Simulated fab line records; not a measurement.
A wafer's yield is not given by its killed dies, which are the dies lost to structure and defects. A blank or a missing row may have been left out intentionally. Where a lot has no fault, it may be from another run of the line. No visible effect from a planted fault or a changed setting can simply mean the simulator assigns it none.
Struck lot and sound lot, side by side / flow sky130 / 14 steps out of a route of 708
Sound: the wafers L961.1, L961.2, L961.6. Wafers L965.1, L965.5, L965.6 were the ones struck. The cause is named last.
Each step with rows lists, per side, the tool, then ch with its chambers, then its first start. Under that, the readings that differ: sound wafers / struck wafers / difference of the means / sigmas: that difference in standard deviations of wafers without a fault.
alike: words and numbers the same on both sides, and readings whose means are apart by under 2 such deviations; not compared: readings that were withheld, readings missing a value for some wafer, numbers with overlapping values and no deviation given by the record, and bounds like >300 which may hide the same value.
Wherever a step has rows on one side only, a row that says differs or no value, or a row with sigmas, the two part there. Numbers that don't overlap but have no deviation are shown without sigmas and don't part them. A reading that every wafer of one side lacks parts them only if that side has two wafers or more.

first, 4 steps without rows for these wafers: SKY_VT_ADJUST_LVTN_SOFTBAKE_14 (time 60 s); SKY_VT_ADJUST_LVTN_EXPOSE_15 (exposes mask HVN STD DERIVED, target cd 600 nm); SKY_VT_ADJUST_LVTN_PEB_16; SKY_VT_ADJUST_LVTN_DEVELOP_17 (develop time 60 s).
SKY_VT_ADJUST_LVTN_OVL_MEAS_18:
  sound on overlay-02 at day 10 23:56; struck on overlay-02 at day 12 04:38
  alike: VT_ADJUST_LVTN_01_OVL
following that, these wafers have no rows for 1 step: SKY_VT_ADJUST_LVTN_IMPLANT_19.
SKY_VT_ADJUST_LVTN_STRIP_20: strips in O2/N2.
  sound on plasma_asher-03 ch 0,1, day 11 00:07; struck on plasma_asher-03 ch 0,1, day 12 04:49
  alike: drypump_motor_current_A, oes_product_au, strip_time_to_endpoint_s
  not compared: rf_hours_counter_h
SKY_VT_ADJUST_LVTN_TW_MEAS_21:
  sound on film_metro-02 at day 11 00:13; struck on film_metro-02 at day 12 04:55
  alike: VT_ADJUST_LVTN_2_TW
then, 4 steps without rows for these wafers: SKY_VT_ADJUST_NCORE_DEHYDRATE_00 (time 60 s); SKY_VT_ADJUST_NCORE_HMDS_01 (prime time 60 s); SKY_VT_ADJUST_NCORE_COAT_02 (resist thk 1121 nm); SKY_VT_ADJUST_NCORE_SOFTBAKE_03 (time 60 s).
SKY_VT_ADJUST_NCORE_EXPOSE_04: exposes mask LVTN COMPLEMENT THIN, target cd 380 nm.
  sound on iline_stepper-01 ch 0, day 11 12:31; struck on iline_stepper-01, day 12 17:44
  no value came back on the struck wafers for exposure_dose_mJ_cm2, focus_offset_nm (nm); on the sound wafers exposure_dose_mJ_cm2 reads 137.8 138.0 138.3
  alike: mask
following that, these wafers have no rows for 1 step: SKY_VT_ADJUST_NCORE_PEB_05.

== WHERE THEY PART ==
Only at SKY_VT_ADJUST_NCORE_EXPOSE_04, within this record.

WHY: the cause the simulator had injected
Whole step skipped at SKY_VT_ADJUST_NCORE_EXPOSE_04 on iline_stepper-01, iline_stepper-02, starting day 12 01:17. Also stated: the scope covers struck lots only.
